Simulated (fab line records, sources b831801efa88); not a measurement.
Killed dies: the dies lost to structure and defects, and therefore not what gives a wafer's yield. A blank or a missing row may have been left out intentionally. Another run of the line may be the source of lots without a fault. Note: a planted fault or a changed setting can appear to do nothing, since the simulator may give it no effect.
Which tool did it?	flow gf180mcu	Sampling: 13 lots, 39 wafers, 4 of 602 route steps

## WHAT THE GAUGES READ, wafer by wafer
GF_V1_CD_MEAS_14 targets a cd of 260 nm. Usual: cdNm 259.7 nm, standard deviation 1.1.
lot	measured	on	cdNm (nm)	flag
L637	day 18 00:18	cdSem-02	258.0 258.4 258.1	
L638	day 18 07:55	cdSem-01	260.6 258.8 259.1	
L639	day 18 14:57	cdSem-02	259.6 259.6 259.4	
L640	day 19 05:43	cdSem-01	260.3 259.3 260.7	
L641	day 19 12:57	cdSem-02	260.8 260.5 260.6	
L642	day 19 19:20	cdSem-02	260.1 259.8 261.3	
L643	day 20 09:22	cdSem-02	259.7 260.3 260.2	
L644	day 20 17:55	cdSem-02	261.3 259.8 260.0	
L653	day 24 00:28	cdSem-02	258.7 258.2 259.0	
L654	day 24 06:51	cdSem-01	260.4 260.3 261.4	
L656	day 24 22:31	cdSem-01	258.7 259.0 259.4	
L659	day 25 20:45	cdSem-01	258.5 258.7 259.5	
L660	day 26 00:58	cdSem-01	258.1 258.3 258.0	

GF_M2_THK_MEAS_06: measures by xrf. Usual: for M2_ALCU_THK the level is 447 nm and the standard deviation is 5.9.
lot	measured	on	M2_ALCU_THK (nm)	flag
L637	day 18 02:10	filmMetro-02	450 454 450	
L638	day 18 09:46	filmMetro-01	446 452 450	
L639	day 18 16:48	filmMetro-04	443 441 445	
L640	day 19 07:34	filmMetro-01	446 446 448	
L641	day 19 14:51	filmMetro-04	455 454 452	
L642	day 19 21:10	filmMetro-04	451 450 450	
L643	day 20 11:11	filmMetro-01	438 439 441	
L644	day 20 19:46	filmMetro-04	447 449 445	
L653	day 24 02:19	filmMetro-01	452 449 454	
L654	day 24 09:03	filmMetro-01	463 463 464	
L656	day 25 00:56	filmMetro-02	446 445 444	
L659	day 25 22:51	filmMetro-02	451 448 453	
L660	day 26 02:50	filmMetro-04	444 443 441	

## EACH LOT AND THE TOOL THAT RAN IT (in order: tool; ch and the chambers of the sampled wafers; start)
lot	GF_CONTACT_CMP_04	GF_V1_STRIP_18
L637	cmp-01 ch 0,1,2, day 15 02:30	plasmaAsher-01 ch 0,1, day 18 00:35
L638	cmp-02 ch 0,1,2, day 15 08:13	plasmaAsher-01 ch 0,1, day 18 08:11
L639	cmp-02 ch 0,1,3, day 15 15:21	plasmaAsher-04 ch 0,1, day 18 15:14
L640	cmp-02 ch 0,3, day 16 03:46	plasmaAsher-03 ch 0,1, day 19 05:59
L641	cmp-01 ch 0,3, day 16 12:26	plasmaAsher-04 ch 0,1, day 19 13:14
L642	cmp-02 ch 1,2,3, day 16 17:55	plasmaAsher-03 ch 0,1, day 19 19:37
L643	cmp-01 ch 0,1, day 17 06:11	plasmaAsher-01 ch 0,1, day 20 09:37
L644	cmp-01 ch 0,1,3, day 17 14:44	plasmaAsher-04 ch 0,1, day 20 18:11
L653	cmp-02 ch 0,3, day 20 22:55	plasmaAsher-04 ch 0,1, day 24 00:44
L654	cmp-01 ch 1,3, day 21 05:52	plasmaAsher-03 ch 0,1, day 24 07:08
L656	cmp-01 ch 0,3, day 21 22:18	plasmaAsher-01 ch 0,1, day 24 22:47
L659	cmp-01 ch 0,1,2, day 22 20:53	plasmaAsher-03 ch 0,1, day 25 21:02
L660	cmp-01 ch 1,2, day 23 03:49	plasmaAsher-04 ch 0,1, day 26 01:13
- GF_CONTACT_CMP_04: polishes SiO2.
- GF_V1_STRIP_18: strips in O2/N2.

## AS READ BY THE TOOLS THEMSELVES (means over the sampled wafers that have a number; for cases with no such wafer, the mark the record gives instead)
GF_CONTACT_CMP_04. Usual: motorCurrentA 11.6 A, standard deviation 1.2; timeToEndpointS 110 s, standard deviation 5.
lot	tool	motorCurrentA (A)	timeToEndpointS (s)	flag
L637	cmp-01	11.9	110	
L638	cmp-02	11.9	115	
L639	cmp-02	11.0	108	
L640	cmp-02	11.5	107	
L641	cmp-01	11.6	109	
L642	cmp-02	12.2	104	
L643	cmp-01	12.0	115	
L644	cmp-01	11.0	115	
L653	cmp-02	11.5	96	
L654	cmp-01	10.7	113	
L656	cmp-01	11.1	114	
L659	cmp-01	12.0	108	
L660	cmp-01	11.6	113	

GF_V1_STRIP_18. Usual: drypumpMotorCurrentA 5.9 A, standard deviation 0.42; heaterPowerW 331 W, standard deviation 30; oesProductAu 0.593 a.u., standard deviation 0.0044.
lot	tool	drypumpMotorCurrentA (A)	heaterPowerW (W)	oesProductAu (a.u.)	flag
L637	plasmaAsher-01	5.7	331	0.591	
L638	plasmaAsher-01	5.8	330	0.596	
L639	plasmaAsher-04	5.5	310	0.592	
L640	plasmaAsher-03	6.1	330	0.593	
L641	plasmaAsher-04	5.5	334	0.589	
L642	plasmaAsher-03	6.3	325	0.592	
L643	plasmaAsher-01	6.0	347	0.597	
L644	plasmaAsher-04	5.5	342	0.592	
L653	plasmaAsher-04	5.5	337	0.589	
L654	plasmaAsher-03	6.3	322	0.592	
L656	plasmaAsher-01	5.7	334	0.589	
L659	plasmaAsher-03	6.3	326	0.597	
L660	plasmaAsher-04	5.5	312	0.587	

## THE ANSWER, worked out from the rows above alone
Rule: a lot counts as off when the mean over its wafers that have a number is more than 3 standard deviations away from the usual mean. Also off: a lot with no number at a reading for which 4 or more lots have one. Any other lot the step has rows for is counted as sound. The gauges are gone through in route order, then the tools' own readings, and for those a lot's mean is taken as printed above. At the first step where some lot is off, the reading lying furthest off is the one used; lots without a number count as furthest.
No lot is off on any of the readings shown, so nothing can be concluded from this.

## WHAT THE SIMULATOR PUT IN
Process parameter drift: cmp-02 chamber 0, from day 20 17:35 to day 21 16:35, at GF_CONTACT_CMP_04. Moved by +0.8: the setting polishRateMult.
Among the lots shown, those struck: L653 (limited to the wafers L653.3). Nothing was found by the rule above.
